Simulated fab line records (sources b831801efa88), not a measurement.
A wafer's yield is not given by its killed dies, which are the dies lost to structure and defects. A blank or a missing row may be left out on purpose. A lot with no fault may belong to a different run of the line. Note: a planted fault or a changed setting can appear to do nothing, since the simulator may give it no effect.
A lot that was struck, set against a sound lot ; flow sky130 ; 16 out of 708 route steps
Sound: the wafers L662.1, L662.3, L662.4. Struck: wafer L671.5; the same lot's L671.3 was not struck, so it is left out; see the end for the cause.
Each step with rows lists, per side, the tool, then ch with its chambers, then its first start. Under that, the readings that differ: sound wafers ; struck wafers ; difference of the means ; sigmas: that difference in standard deviations of wafers without a fault.
alike: words and numbers the same on both sides, and readings whose means are apart by under 2 such deviations; not compared: readings that were withheld, readings missing a value for some wafer, numbers with overlapping values and no deviation given by the record, and bounds like >300 which may hide the same value.
The two part at a step that has a row with sigmas, a row that says differs or no value, or rows on one side only. Numbers that don't overlap but have no deviation are shown without sigmas and don't part them. A reading that every wafer of one side lacks parts them only if that side has two wafers or more.

first, 2 steps without rows for these wafers: SKY_METAL5_CLEAN_18 (cleans in IPA, time 180 s); SKY_METAL5_CLEAN_19 (cleans in O3/DIW).
SKY_PASSIVATION_CVD_00: deposits SiO2, target thk 90 nm.
  sound on pecvd-02 ch 1,2, day 45 05:28; struck on pecvd-03 ch 2, day 47 18:00
  alike: heater-power-w
SKY_PASSIVATION_THK_MEAS_01:
  sound on film-metro-04, day 45 05:29; struck on film-metro-04, day 47 18:02
  alike: PASSIVATION_CVD_00_THK
SKY_PASSIVATION_CVD_02: deposits Si3N4, target thk 540 nm.
  sound on pecvd-04 ch 0,1,2, day 45 05:33; struck on pecvd-04 ch 0, day 47 18:11
  alike: heater-power-w
SKY_PASSIVATION_THK_MEAS_03:
  sound on film-metro-02, day 45 05:47; struck on film-metro-01, day 47 18:26
  alike: PASSIVATION_CVD_02_THK
then, 6 steps without rows for these wafers: SKY_PASSIVATION_DEHYDRATE_04 (time 60 s); SKY_PASSIVATION_HMDS_05 (prime time 60 s); SKY_PASSIVATION_COAT_06 (resist thk 3000 nm); SKY_PASSIVATION_SOFTBAKE_07; SKY_PASSIVATION_EXPOSE_08 (exposes mask NSM, target cd 3000 nm); SKY_PASSIVATION_PEB_09.
SKY_PASSIVATION_DEVELOP_10: develop time 60 s.
  sound on litho-track-03 ch 0, day 46 02:00; struck on litho-track-03 ch 0, day 48 12:00
SKY_PASSIVATION_ETCH_11: etches the open film in CF4/O2, stops on AlCu, target depth 725 nm, time 161.1 s.
  sound on rie-diel-04 ch 0,2,3, day 46 02:43; struck on rie-diel-02 ch 0, day 48 12:40
reading;sound;struck;difference;sigmas
model.PASSIVATION.cd-nm (nm);2984 2987 2983;3014;+29;
  alike: drypump-motor-current-A, oes-product-au, throttle-valve-pct
  not compared: rf-hours-counter-h
SKY_PASSIVATION_STRIP_12: strips in O2/N2.
  sound on plasma-asher-03 ch 0,1, day 46 02:50; struck on plasma-asher-01 ch 0, day 48 12:49
  alike: drypump-motor-current-A, oes-product-au, strip-time-to-endpoint-s
  not compared: rf-hours-counter-h
SKY_PAD_OPEN_PROBE_99:
  the record has rows for the struck wafers here (prober-01, day 49 09:53) and none for the sound ones

WHERE THEY PART
Within this record, at SKY_PAD_OPEN_PROBE_99 only.

WHY: what had been put in by the simulator
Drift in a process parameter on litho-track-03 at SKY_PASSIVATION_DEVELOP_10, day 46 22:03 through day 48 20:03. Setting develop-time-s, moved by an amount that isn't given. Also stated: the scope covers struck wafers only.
